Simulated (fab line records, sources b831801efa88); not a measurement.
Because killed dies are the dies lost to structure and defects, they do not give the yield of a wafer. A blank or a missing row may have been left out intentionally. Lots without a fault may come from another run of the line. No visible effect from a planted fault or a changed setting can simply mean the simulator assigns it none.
What tool caused it? ; flow gf180mcu ; Sampling: 12 lots, 36 wafers, 6 of 602 route steps

== WHAT EACH GAUGE READ, for each wafer ==
GF_CONTACT_RS_MEAS_25: measures by four-point-probe. Usual: CONTACT_W_RS typically reads 0.384 ohm/sq, with standard deviation 0.0045.
lot;measured;on;CONTACT_W_RS (ohm/sq);flag
L619;day 16 22:06;film_metro-02;0.384 0.390 0.390;
L620;day 17 05:55;film_metro-04;0.385 0.384 0.384;
L621;day 18 00:58;film_metro-04;0.383 0.369 0.364;
L622;day 18 14:02;film_metro-04;0.388 0.371 0.386;
L623;day 18 16:02;film_metro-02;0.379 0.388 0.383;
L631;day 21 10:14;film_metro-01;0.384 0.390 0.383;
L632;day 21 14:36;film_metro-04;0.382 0.382 0.387;
L633;day 22 00:26;film_metro-04;0.391 0.393 0.390;
L634;day 22 10:05;film_metro-01;0.388 0.387 0.389;
L637;day 23 10:46;film_metro-01;0.380 0.386 0.387;
L639;day 23 22:40;film_metro-01;0.386 0.385 0.389;
L640;day 24 17:28;film_metro-01;0.384 0.381 0.378;

GF_CONTACT_THK_MEAS_26: measures by xrf. Usual: CONTACT_W_THK typically reads 301 nm, with standard deviation 4.7.
lot;measured;on;CONTACT_W_THK (nm);flag
L619;day 16 22:11;film_metro-02;302 296 297;
L620;day 17 06:02;film_metro-04;303 305 306;
L621;day 18 01:05;film_metro-04;306 317 321;
L622;day 18 14:10;film_metro-04;300 315 302;
L623;day 18 16:10;film_metro-02;309 301 307;
L631;day 21 10:22;film_metro-01;296 292 297;
L632;day 21 14:43;film_metro-04;305 305 302;
L633;day 22 00:34;film_metro-04;298 298 301;
L634;day 22 10:11;film_metro-01;297 297 295;
L637;day 23 10:53;film_metro-01;301 298 296;
L639;day 23 22:46;film_metro-01;295 298 295;
L640;day 24 17:34;film_metro-01;297 299 303;

GF_M1_CD_MEAS_14: target cd 230 nm. Usual: cd_nm reads 229.7 nm (standard deviation 1.6).
lot;measured;on;cd_nm (nm);flag
L619;day 17 21:05;cd_sem-01;227.8 226.9 227.1;
L620;day 18 05:56;cd_sem-01;230.2 231.2 229.2;
L621;day 19 01:11;cd_sem-01;227.7 227.1 227.2;
L622;day 19 14:41;cd_sem-02;228.1 227.8 228.3;
L623;day 19 16:59;cd_sem-02;229.1 229.6 230.1;
L631;day 22 09:52;cd_sem-01;229.2 228.2 230.4;
L632;day 22 14:32;cd_sem-02;229.3 228.8 226.6;
L633;day 23 00:25;cd_sem-02;230.2 231.4 231.5;
L634;day 23 10:04;cd_sem-01;229.5 228.2 227.2;
L637;day 24 09:40;cd_sem-02;228.3 229.0 229.4;
L639;day 24 21:09;cd_sem-01;231.4 231.2 231.4;
L640;day 25 15:23;cd_sem-02;231.5 230.3 232.9;

GF_V3_OVL_MEAS_15. Usual: V3_OVL typically reads -1 nm, with standard deviation 6.
lot;measured;on;V3_OVL (nm);flag
L619;day 23 03:40;overlay-01;-5 -2 -8;
L620;day 23 12:27;overlay-01;1 -4 -9;
L621;day 24 08:23;overlay-02;1 5 -3;
L622;day 24 19:49;overlay-02;-12 -6 -10;
L623;day 24 21:35;overlay-02;9 6 6;
L631;day 27 04:49;overlay-01;7 6 7;
L632;day 27 11:09;overlay-01;-1 -7 -1;
L633;day 27 18:42;overlay-01;4 4 9;
L634;day 28 03:43;overlay-02;-1 -1 3;
L637;day 28 23:42;overlay-01;1 0 3;
L639;day 29 10:37;overlay-01;9 6 2;
L640;day 30 03:13;overlay-01;-2 -10 -5;

== WHICH TOOL RAN EACH LOT (tool, then ch and the chambers of the sampled wafers, then the start) ==
lot;GF_CONTACT_CVD_24;GF_M2_STRIP_17
L619;cvd_w-02 ch 0,1, day 16 21:58;plasma_asher-03 ch 0,1, day 19 23:57
L620;cvd_w-02 ch 0,1, day 17 05:49;plasma_asher-04 ch 0,1, day 20 09:46
L621;cvd_w-02 ch 0,1, day 18 00:52;plasma_asher-04 ch 0,1, day 21 05:22
L622;cvd_w-02 ch 0,1, day 18 13:56;plasma_asher-03 ch 0,1, day 21 18:47
L623;cvd_w-01 ch 0,1, day 18 15:56;plasma_asher-03 ch 0,1, day 21 21:40
L631;cvd_w-02 ch 0,1, day 21 10:08;plasma_asher-02 ch 0,1, day 24 10:19
L632;cvd_w-01 ch 0,1, day 21 14:30;plasma_asher-02 ch 0,1, day 24 15:19
L633;cvd_w-02 ch 0,1, day 22 00:20;plasma_asher-02 ch 0,1, day 24 23:45
L634;cvd_w-02 ch 0,1, day 22 09:58;plasma_asher-02 ch 0,1, day 25 09:30
L637;cvd_w-02 ch 0,1, day 23 10:40;plasma_asher-02 ch 0,1, day 26 07:04
L639;cvd_w-02 ch 0,1, day 23 22:32;plasma_asher-03 ch 0,1, day 26 18:34
L640;cvd_w-01 ch 0,1, day 24 17:22;plasma_asher-02 ch 0,1, day 27 12:26
- GF_CONTACT_CVD_24: deposits W, target thk 300 nm, time 90.339 s.
- GF_M2_STRIP_17: strips in O2/N2.

== WHAT THE TOOLS THEMSELVES READ (means of the sampled wafers that have a number; where no wafer has one, the mark that the record gives instead) ==
GF_CONTACT_CVD_24. Usual: heater_power_w reads 833 W (standard deviation 27).
lot;tool;heater_power_w (W);flag
L619;cvd_w-02;828;
L620;cvd_w-02;819;
L621;cvd_w-02;838;
L622;cvd_w-02;825;
L623;cvd_w-01;839;
L631;cvd_w-02;842;
L632;cvd_w-01;826;
L633;cvd_w-02;828;
L634;cvd_w-02;835;
L637;cvd_w-02;840;
L639;cvd_w-02;842;
L640;cvd_w-01;839;

GF_M2_STRIP_17. Usual: drypump_motor_current_A 5.8 A, standard deviation 0.41; heater_power_w 347 W, standard deviation 22; oes_product_au 0.538 a.u., standard deviation 0.0053; strip_time_to_endpoint_s 7.41 s, standard deviation 0.044.
lot;tool;drypump_motor_current_A (A);heater_power_w (W);oes_product_au (a.u.);strip_time_to_endpoint_s (s);flag
L619;plasma_asher-03;6.0;338;0.542;7.47;
L620;plasma_asher-04;5.8;347;0.538;7.41;
L621;plasma_asher-04;5.5;340;0.535;7.46;
L622;plasma_asher-03;6.3;334;0.534;7.37;
L623;plasma_asher-03;6.3;332;0.537;7.43;
L631;plasma_asher-02;5.6;364;0.538;7.41;
L632;plasma_asher-02;5.6;364;0.538;7.42;
L633;plasma_asher-02;5.9;348;0.537;7.41;
L634;plasma_asher-02;5.6;364;0.540;7.43;
L637;plasma_asher-02;5.6;364;0.537;7.40;
L639;plasma_asher-03;6.0;333;0.538;7.41;
L640;plasma_asher-02;5.6;367;0.537;7.38;

== THE ANSWER, worked out from the rows above alone ==
Rule: take the mean of a lot's wafers that have a number; if it is more than 3 standard deviations from the usual mean, the lot is off. Also off: a lot with no number at a reading for which 4 or more lots have one. The other lots that the step has rows for count as sound. Order of review: gauges by route order, followed by the tools' own readings, for which a lot's mean as printed above is used. The first step at which some lot is off is used, and at that step the reading that is off furthest; a lot without a number counts as furthest.
Across all readings shown, no lot is off: no conclusion can be drawn from this.

== WHAT WAS PUT IN BY THE SIMULATOR ==
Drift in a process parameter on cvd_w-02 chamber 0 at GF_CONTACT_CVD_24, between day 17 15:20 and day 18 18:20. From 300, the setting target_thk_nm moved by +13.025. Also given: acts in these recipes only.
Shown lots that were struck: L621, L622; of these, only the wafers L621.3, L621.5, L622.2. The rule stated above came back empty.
